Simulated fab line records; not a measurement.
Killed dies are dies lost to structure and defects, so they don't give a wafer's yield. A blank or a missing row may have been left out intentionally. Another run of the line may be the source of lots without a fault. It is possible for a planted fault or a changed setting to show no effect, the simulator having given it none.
Lot-split experiment    flow sky130    on a route of 708 steps: 4 lots, 10 wafers read

ON THE SPLIT
At SKY_PAD_OPEN_ETCH_07 (etches the open film in CF4/O2, stops on AlCu, target depth 725 nm, time 161.1 s), the setting source w was moved away from the recipe's 800 W on 3 of the 10 wafers read, by -11.9% to -10.3%. This setting was run at the recipe's value on the other wafers.

The reading is taken at the split's own step.

THE READING
etch.depth nm (the simulator's own value, which no gauge read), in nm, at SKY_PAD_OPEN_ETCH_07 (etches the open film in CF4/O2, stops on AlCu, target depth 725 nm, time 161.1 s). No usual value for it is given in the file. Average 706.8 nm, standard deviation 8 nm, over the 7 wafers here run with the recipe.

wafer   tool, chamber at the split  source w as run, W  against the recipe  etch.depth nm, nm  against lot-mates on the recipe
L076.1  rie diel-04, 2              800                 recipe              700.1              -
L076.2  rie diel-04, 3              800                 recipe              696.3              -
L076.4  rie diel-04, 1              705.1               -11.9%              653                -45.2
L079.3  rie diel-04, 2              718                 -10.3%              670.3              -45.4
L079.4  rie diel-04, 0              800                 recipe              715.7              -
L079.5  rie diel-04, 2              718                 -10.3%              661.9              -53.8
L080.3  rie diel-01, 3              800                 recipe              700.2              -
L084.3  rie diel-03, 2              800                 recipe              703.8              -
L084.4  rie diel-03, 0              800                 recipe              716.3              -
L084.6  rie diel-03, 1              800                 recipe              715                -

FIT RESULTS
A straight line over all 10 wafers: etch.depth nm changes by +4.2 nm for each +1% of source w; r = +0.95; the points scatter about the line by 8 nm.
The same after taking each lot's own level away (the mean of its wafers on the recipe; 10 wafers): +4.41 nm for each +1%; r = +0.98; scatter 5.3 nm.
The reading moves by 52 nm for the largest change in source w, on that fit.
Across the lots, their own levels run from 698.20 to 715.70 nm, a range of 2.2 times the standard deviation given above.
So the lot-to-lot level changes the slope little: the two slopes agree.
Check: for one of the wafers moved furthest among these (-11.9%), held out of the fit, the line's prediction against its lot-mates is -57.4 nm. It came out at -45.2 nm against them.

FURTHER SPLITS ON THESE WAFERS
Note: prior to the reading, these wafers also went through further splits. Each is held against what the fit with the lots' levels taken away leaves over:
other split on the same wafers      wafers away from the commonest value  r with etch.depth nm (lot level and that fit taken away)
SKY_CAPM_SPUTTER_02 power w         1                                     -0.01
SKY_VIA3_CMP_02 leave above ref nm  4                                     -0.13
SKY_VIA3_EXPOSE_09 dose mj          1                                     +0.01
SKY_VIA3_CVD_21 pressure torr       7                                     +0.41
SKY_VIA4_HDPCVD_00 time s           5                                     +0.20
SKY_VIA4_DEVELOP_10 dev temp c      3                                     +0.24
SKY_METAL5_SOFTBAKE_10 temp c       2                                     -0.02

THE FILE'S OWN FIT
etch.depth nm changes by +4.25 nm for each +1% of source w, r = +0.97.
